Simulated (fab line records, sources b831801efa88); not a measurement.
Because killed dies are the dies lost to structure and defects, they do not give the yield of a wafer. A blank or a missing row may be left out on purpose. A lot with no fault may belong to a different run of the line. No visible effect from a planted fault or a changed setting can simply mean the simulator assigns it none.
Code-filled problem report in 8D (eight disciplines) form    flow sky130    the parts of the form that need people (team, actions taken, sign-off) are left out

== 1. PROBLEM STATEMENT ==
Mean NWELL_RS at SKY_NWELL_RS_MEAS_29: 600.9 ohm/sq over 9 wafers in 3 lots; fault-free wafers: 624.9 ohm/sq, standard deviation 1.8. That puts it -13 standard deviations away from the usual mean.
The step: measures by four-point-probe.
The first sign was on wafer L543.2 at day 8 13:06, on filmMetro-02. At this step, 39 wafers from 13 lots have a number in the record. Rule for "out", or "out of limits": more than 4 standard deviations from the usual mean. Any other wafer with a number is counted as sound.

== 2. WHAT THIS IS AND IS NOT ==
question                     is                          is not
which readings at this step  NWELL_RS                    -
which lots                   L543, L544, L546            L531, L534, L535, L538, L540, L548, L550, L551, L552, L553
which wafers of those lots   all that have a number      -
read on which gauges         filmMetro-02, filmMetro-03  filmMetro-01
when                         from day 8 13:06            up to then (15 sound wafers); but 15 sound wafers of L548, L550, L551, L552, L553 came after

== 3. THE SUSPECTS, EACH WITH WHAT RULES IT OUT ==
Counting: a tool stays on the suspect list if, at a process step up to the reading, it processed all lots that are out and no sound lot following the first of them.
- the gauge at SKY_NWELL_RS_MEAS_29 has been ruled out. 2 gauges (filmMetro-02, filmMetro-03) read the wafers that are out.
- implanter-03 at SKY_NWELL_IMPLANT_11: kept. It ran every lot that is out, first L543 (day 7 16:20), and no sound lot after that; its last sound lot up to then is L534 (day 5 14:31). On those wafers its own readings are out: beamEnergyKeV.
After counting, what remains is implanter-03 at SKY_NWELL_IMPLANT_11.

== 4. THE CAUSE (what the simulator had put in) ==
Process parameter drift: implanter-03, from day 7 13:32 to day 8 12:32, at SKY_NWELL_IMPLANT_11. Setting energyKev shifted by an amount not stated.
Counting left only this tool.

== 5. SEQUENCE OF EFFECTS, ordered by route ==
Rows list readings where the struck wafers' mean (over those with a number) sits beyond 3 standard deviations from the usual. Only readings whose record carries a usual standard deviation are examined. hours: median over the lots of the time between each lot's start at the first step of this table that gives one and its start at this step. sigmas: the change, counted in usual standard deviations.
hours  step                  reading        usual         on struck wafers  change  sigmas
0      SKY_NWELL_IMPLANT_11  beamEnergyKeV  399.98        477.98            +78.00  +99 or more
21     SKY_NWELL_RS_MEAS_29  NWELL_RS       624.9 ohm/sq  600.9             -24.0   -13
It contains these process steps:
- SKY_NWELL_IMPLANT_11
At these later measuring or inspecting steps, every struck wafer for which the step has a row has a number for every such reading, and none has moved that far: SKY_VT_ADJUST_LVTN_OVL_MEAS_18.

== 6. WHAT WOULD HAVE CAUGHT IT SOONER ==
24 hours passed between the start of the fault at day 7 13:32 and the first reading out of limits at a measuring or inspecting step in this record, taken at day 8 13:06.
The tool's own readings at SKY_NWELL_IMPLANT_11 were out on every struck wafer that the step has a row for (beamEnergyKeV): an alarm limit on them would have fired on the first of those.
The start of SKY_NWELL_IMPLANT_11 on implanter-03 came by day 8 13:06 for every one of the lots that are out (3). Holding the tool at that point would not have protected any of them.
